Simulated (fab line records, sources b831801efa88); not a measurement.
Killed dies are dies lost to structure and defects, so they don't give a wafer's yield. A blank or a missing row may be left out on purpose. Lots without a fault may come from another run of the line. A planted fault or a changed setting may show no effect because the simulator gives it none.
Problem report in the 8D (eight disciplines) form, filled by code | flow gf180mcu | the parts of the form that need people (team, actions taken, sign-off) are left out

1. THE PROBLEM
bias_w at GF_STI_ETCH_13 reads a mean of 163.4 W on 6 wafers of 2 lots; wafers without a fault read 200.0 W with a standard deviation of 0.62. That is -59 standard deviations from the usual mean.
The step: etches the open film in CHF3/O2, stops on Si, target depth 282.31 nm, time 112.9 s.
First seen on wafer L870.1, day 5 06:37, on rie_diel-01. The record holds 18 wafers of 6 lots with a number at this step. Rule for "out", or "out of limits": more than 4 standard deviations from the usual mean. The other wafers with a number count as sound.

2. WHAT IT IS AND WHAT IT IS NOT
question                    | is                     | is not
which readings at this step | bias_w                 | drypump_motor_current_A, oes_product_au, throttle_valve_pct
which lots                  | L870, L875             | L859, L864, L869, L871
which wafers of those lots  | all that have a number | -
read on which tools         | rie_diel-01            | rie_diel-02, rie_diel-04
when                        | from day 5 06:37       | up to then (9 sound wafers); but 3 sound wafers of L871 came after

3. SUSPECTS, AND WHAT RULES EACH OUT
Counting: a tool at a process step up to the reading stays a suspect if it ran every lot that is out and no sound lot after the first of them.
- rie_diel-01 at GF_STI_ETCH_13 (etches the open film in CHF3/O2, stops on Si, target depth 282.31 nm, time 112.9 s): kept. It ran every lot that is out, first L870 (day 5 06:37), and no sound lot after that; its last sound lot up to then is L864 (day 4 00:22). Its own readings are out on those wafers: bias_w.
Left after counting: rie_diel-01 at GF_STI_ETCH_13.

4. THE CAUSE (what the simulator had put in)
Process parameter drift: rie_diel-01, from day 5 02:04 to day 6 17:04, at GF_STI_ETCH_13. Setting bias_w, moved by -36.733, from 200. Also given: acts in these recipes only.
Counting left only this tool.

5. THE CHAIN OF EFFECTS, in route order
Each row: a reading whose mean over the struck wafers that have a number lies more than 3 standard deviations from the usual. Only readings for which the record gives a usual standard deviation are gone through. hours: the time from each lot's start at the first step in this table that gives one to its start at this step, as a median over the lots. sigmas: the change in usual standard deviations.
hours | step           | reading | usual   | on struck wafers | change | sigmas
0     | GF_STI_ETCH_13 | bias_w  | 200.0 W | 163.4            | -36.6  | -59
The process steps in it:
- GF_STI_ETCH_13: etches the open film in CHF3/O2, stops on Si, target depth 282.31 nm, time 112.9 s.

6. WHAT WOULD HAVE CAUGHT IT SOONER
In this record the first reading out of limits was taken at day 5 06:37, 5 hours after the fault began at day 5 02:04.
